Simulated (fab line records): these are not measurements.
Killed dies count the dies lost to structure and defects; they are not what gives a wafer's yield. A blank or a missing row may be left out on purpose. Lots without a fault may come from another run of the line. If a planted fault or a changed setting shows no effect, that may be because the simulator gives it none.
Problem report in the 8D (eight disciplines) form, filled by code ; flow sky130 ; the parts of the form that need people (team, actions taken, sign-off) are left out

== 1. PROBLEM STATEMENT ==
VIA1_W_RS at SKY_VIA1_RS_MEAS_22 reads a mean of 0.666 ohm/sq on 3 wafers of 3 lots; wafers without a fault read 0.430 ohm/sq with a standard deviation of 0.0046. That is +51 standard deviations from the usual mean.
The step: measures by four-point-probe.
First observed at day 39 15:31: wafer L768.6, on film-metro-03. The record has a number at this step for 30 wafers belonging to 10 lots. Rule for "out", or "out of limits": more than 4 standard deviations from the usual mean. The rest of the wafers with a number are treated as sound.

== 2. WHAT IT IS AND WHAT IT IS NOT ==
question;is;is not
which readings at this step;VIA1_W_RS;-
which lots;L768, L772, L773;L750, L751, L753, L759, L762, L763, L764
which wafers of those lots;L768.6, L772.6, L773.6;L768.1, L768.5, L772.1, L772.4, L773.1, L773.4
read on which gauges;film-metro-03, film-metro-04;film-metro-01
when;from day 39 15:31;"up to then (23 sound wafers); but 4 sound wafers of L772, L773 came after"

== 3. SUSPECTS, AND WHAT RULES EACH OUT ==
Counting: a tool at a process step up to the reading stays a suspect if it ran every lot that is out. Sound lots after the first of them don't rule it out here, since some wafers of a struck lot are sound.
- the gauge at SKY_VIA1_RS_MEAS_22 has been ruled out. 2 gauges (film-metro-03, film-metro-04) read the wafers that are out.
- cvd-w-01 at SKY_VIA1_CVD_21 (deposits W, target thk 270 nm, time 80.902 s): kept. It ran every lot that is out, first L768 (day 39 15:25); its last sound lot up to then is L764 (day 38 11:20).
Remaining after the count: cvd-w-01 at SKY_VIA1_CVD_21.

== 4. THE CAUSE (what the simulator had put in) ==
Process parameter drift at SKY_VIA1_CVD_21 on cvd-w-01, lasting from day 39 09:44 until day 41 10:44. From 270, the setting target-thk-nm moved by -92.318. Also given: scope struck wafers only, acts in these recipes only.
Only this tool survived the counting.

== 5. THE CHAIN OF EFFECTS, in route order ==
Each row: a reading where the mean over the struck wafers with a number is more than 3 standard deviations away from the usual. Only readings for which the record gives a usual standard deviation are gone through. hours: the time from each lot's start at the first step in this table that gives one to its start at this step, as a median over the lots. sigmas: the change in usual standard deviations.
hours;step;reading;usual;on struck wafers;change;sigmas
0;SKY_VIA1_RS_MEAS_22;VIA1_W_RS;0.430 ohm/sq;0.666;+0.236;+51
0;SKY_VIA1_THK_MEAS_23;VIA1_W_THK;266 nm;174;-92;-27
0;SKY_VIA1_CMP_24;time-to-endpoint-s;64.9 s;42.5;-22.4;-9.0
Process steps it contains:
- SKY_VIA1_CMP_24: polishes, stops on SiO2, t overpolish 15 s, target thk 0 nm.

== 6. HOW IT WOULD HAVE BEEN CAUGHT EARLIER ==
In this record the first reading out of limits at a measuring or inspecting step was taken at day 39 15:31, 6 hours after the fault began at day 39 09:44.
No tool reading at SKY_VIA1_CVD_21 that has a usual standard deviation in the record was out on any struck wafer, so an alarm limit of 4 standard deviations on those readings would not have fired.
Among the 3 lots that are out, L772, L773 began SKY_VIA1_CVD_21 on cvd-w-01 after day 39 15:31. A hold on the tool at that time would have spared those 2.
